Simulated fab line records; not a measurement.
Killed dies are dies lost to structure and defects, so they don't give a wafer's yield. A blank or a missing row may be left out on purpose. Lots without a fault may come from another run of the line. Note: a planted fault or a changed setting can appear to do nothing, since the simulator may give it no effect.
Lot-split experiment + flow sky130 + 23 wafers read from 5 lots, route of 708 steps

ON THE SPLIT
At SKY_VIA1_ETCH_14 (etches BARC in N2/H2, stops on SiO2, time 45.9 s, target depth 60 nm), the setting source-w was moved away from the recipe's 500 W on 9 of the 23 wafers read, by -11.8% to +4.1%. For the rest of the wafers, this setting stayed at what the recipe calls for.

Reading taken at the split's own step.

THE READING
KrF-thick_of_VIA1_COAT_07.thk-nm (the simulator's own value, which no gauge read), in nm, at SKY_VIA1_ETCH_14 (etches BARC in N2/H2, stops on SiO2, time 45.9 s, target depth 60 nm). The file does not state a usual value for it. Average 397.9 nm, standard deviation 1.7 nm, over the 14 wafers here run with the recipe.

| wafer  | tool, chamber at the split | source-w as run, W | against the recipe | KrF-thick_of_VIA1_COAT_07.thk-nm, nm | against lot-mates on the recipe |
|--------|----------------------------|--------------------|--------------------|--------------------------------------|---------------------------------|
| L077.1 | rie-diel-01, 0             | 441.2              | -11.8%             | 404.4                                | +4.0                            |
| L077.2 | rie-diel-01, 3             | 500                | recipe             | 400.1                                | -                               |
| L077.3 | rie-diel-01, 1             | 441.2              | -11.8%             | 404.5                                | +4.1                            |
| L077.5 | rie-diel-01, 0             | 500                | recipe             | 400.6                                | -                               |
| L077.6 | rie-diel-01, 3             | 441.2              | -11.8%             | 402.8                                | +2.4                            |
| L080.2 | rie-diel-04, 3             | 500                | recipe             | 396.8                                | -                               |
| L080.4 | rie-diel-04, 3             | 500                | recipe             | 394.6                                | -                               |
| L080.5 | rie-diel-04, 2             | 500                | recipe             | 397.7                                | -                               |
| L082.1 | rie-diel-04, 0             | 500                | recipe             | 398.4                                | -                               |
| L082.3 | rie-diel-04, 3             | 445.6              | -10.9%             | 403.2                                | +4.8                            |
| L082.4 | rie-diel-04, 1             | 445.6              | -10.9%             | 401.7                                | +3.3                            |
| L082.5 | rie-diel-04, 3             | 500                | recipe             | 398.8                                | -                               |
| L082.6 | rie-diel-04, 0             | 500                | recipe             | 398                                  | -                               |
| L084.1 | rie-diel-01, 2             | 500                | recipe             | 395.8                                | -                               |
| L084.2 | rie-diel-01, 3             | 444.6              | -11.1%             | 401.1                                | +4.3                            |
| L084.3 | rie-diel-01, 1             | 444.6              | -11.1%             | 401.7                                | +4.9                            |
| L084.5 | rie-diel-01, 0             | 500                | recipe             | 395.7                                | -                               |
| L084.6 | rie-diel-01, 1             | 500                | recipe             | 398.8                                | -                               |
| L085.1 | rie-diel-03, 2             | 500                | recipe             | 397                                  | -                               |
| L085.2 | rie-diel-03, 0             | 520.3              | +4.1%              | 397.9                                | -0.6                            |
| L085.3 | rie-diel-03, 3             | 500                | recipe             | 398.2                                | -                               |
| L085.4 | rie-diel-03, 1             | 500                | recipe             | 400.3                                | -                               |
| L085.5 | rie-diel-03, 1             | 520.3              | +4.1%              | 397.5                                | -1.0                            |

THE FIT
A straight line over all 23 wafers: KrF-thick_of_VIA1_COAT_07.thk-nm changes by -0.401 nm for each +1% of source-w; r = -0.82; the points scatter about the line by 1.6 nm.
The same after taking each lot's own level away (the mean of its wafers on the recipe; 23 wafers): -0.339 nm for each +1%; r = -0.88; scatter 1.1 nm.
That fit puts the effect of the largest move of source-w on the reading at 4 nm.
From 396.37 to 400.35 nm: that is the span of the lots' own levels, equal to 2.3 times the standard deviation above.
Hence the slope depends on the lot-to-lot level, as the two fits are not the same.
Check: for one of the wafers moved furthest among these (-11.8%), held out of the fit, the line's prediction against its lot-mates is +4.09 nm. It came out at +4.05 nm against them.

THE OTHER SPLITS THESE WAFERS WENT THROUGH
Before the reading, these wafers also passed through other splits. Each is held against what the fit with the lots' levels taken away leaves over:
| other split on the same wafers          | wafers away from the commonest value | r with KrF-thick_of_VIA1_COAT_07.thk-nm (lot level and that fit taken away) |
|-----------------------------------------|--------------------------------------|-----------------------------------------------------------------------------|
| SKY_LOCAL_INTERCONNECT_COAT_06 spin-rpm | 8                                    | +0.01                                                                       |
| SKY_CONTACT_COAT_09 resist-thk-nm       | 7                                    | +0.27                                                                       |
| SKY_CONTACT_DEVELOP_13 develop-time-s   | 10                                   | +0.15                                                                       |
| SKY_METAL1_SPUTTER_02 time-s            | 11                                   | +0.16                                                                       |
| SKY_VIA1_CMP_02 leave-above-ref-nm      | 8                                    | +0.27                                                                       |

THE FILE'S OWN FIT
KrF-thick_of_VIA1_COAT_07.thk-nm changes by -0.351 nm for each +1% of source-w, r = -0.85.
